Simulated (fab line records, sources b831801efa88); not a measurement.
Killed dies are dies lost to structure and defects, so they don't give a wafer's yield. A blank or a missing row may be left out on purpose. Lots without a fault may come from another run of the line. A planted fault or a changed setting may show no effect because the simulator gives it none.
Problem report in the 8D (eight disciplines) form, filled by code | flow sky130 | the parts of the form that need people (team, actions taken, sign-off) are left out

1. THE PROBLEM
dose_ions_cm2 at SKY_VT_ADJUST_NCORE_IMPLANT_09 reads a mean of 2.3440e+12 on 6 wafers of 2 lots; wafers without a fault read 2.4001e+12 with a standard deviation of 2.9e+09. That is -19 standard deviations from the usual mean.
First seen on wafer L887.1, day 13 16:35, on implanter-02. The record holds 42 wafers of 14 lots with a number at this step. Rule for "out", or "out of limits": more than 4 standard deviations from the usual mean. The other wafers with a number count as sound.

2. WHAT IT IS AND WHAT IT IS NOT
question                    | is                     | is not
which readings at this step | dose_ions_cm2          | -
which lots                  | L887, L890             | L869, L870, L871, L872, L873, L875, L877, L879, L881, L888, L891, L892
which wafers of those lots  | all that have a number | -
read on which tools         | implanter-02           | implanter-03, implanter-04
when                        | from day 13 16:35      | up to then (27 sound wafers); but 9 sound wafers of L888, L891, L892 came after

3. SUSPECTS, AND WHAT RULES EACH OUT
Counting: a tool at a process step up to the reading stays a suspect if it ran every lot that is out and no sound lot after the first of them.
- implanter-02 at SKY_VT_ADJUST_NCORE_IMPLANT_09: kept. It ran every lot that is out, first L887 (day 13 16:35), and no sound lot after that; its last sound lot up to then is L881 (day 12 02:47). Its own readings are out on those wafers: dose_ions_cm2.
Left after counting: implanter-02 at SKY_VT_ADJUST_NCORE_IMPLANT_09.

4. THE CAUSE (what the simulator had put in)
Process parameter drift: implanter-02, from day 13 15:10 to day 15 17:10, at SKY_VT_ADJUST_NCORE_IMPLANT_09. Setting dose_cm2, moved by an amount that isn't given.
Counting left only this tool.

5. THE CHAIN OF EFFECTS, in route order
Each row: a reading whose mean over the struck wafers that have a number lies more than 3 standard deviations from the usual. Only readings for which the record gives a usual standard deviation are gone through. hours: the time from each lot's start at the first step in this table that gives one to its start at this step, as a median over the lots. sigmas: the change in usual standard deviations.
hours | step                           | reading       | usual      | on struck wafers | change      | sigmas
0     | SKY_VT_ADJUST_NCORE_IMPLANT_09 | dose_ions_cm2 | 2.4001e+12 | 2.3440e+12       | -5.6133e+10 | -19
The process steps in it:
- SKY_VT_ADJUST_NCORE_IMPLANT_09
Later measuring or inspecting steps at which every struck wafer that the step has a row for has a number for every such reading, and none has moved that far: SKY_CONTACT_BOW_MEAS_05, SKY_VIA1_THK_MEAS_01.

6. WHAT WOULD HAVE CAUGHT IT SOONER
In this record the first reading out of limits was taken at day 13 16:35, 1 hour after the fault began at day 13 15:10.
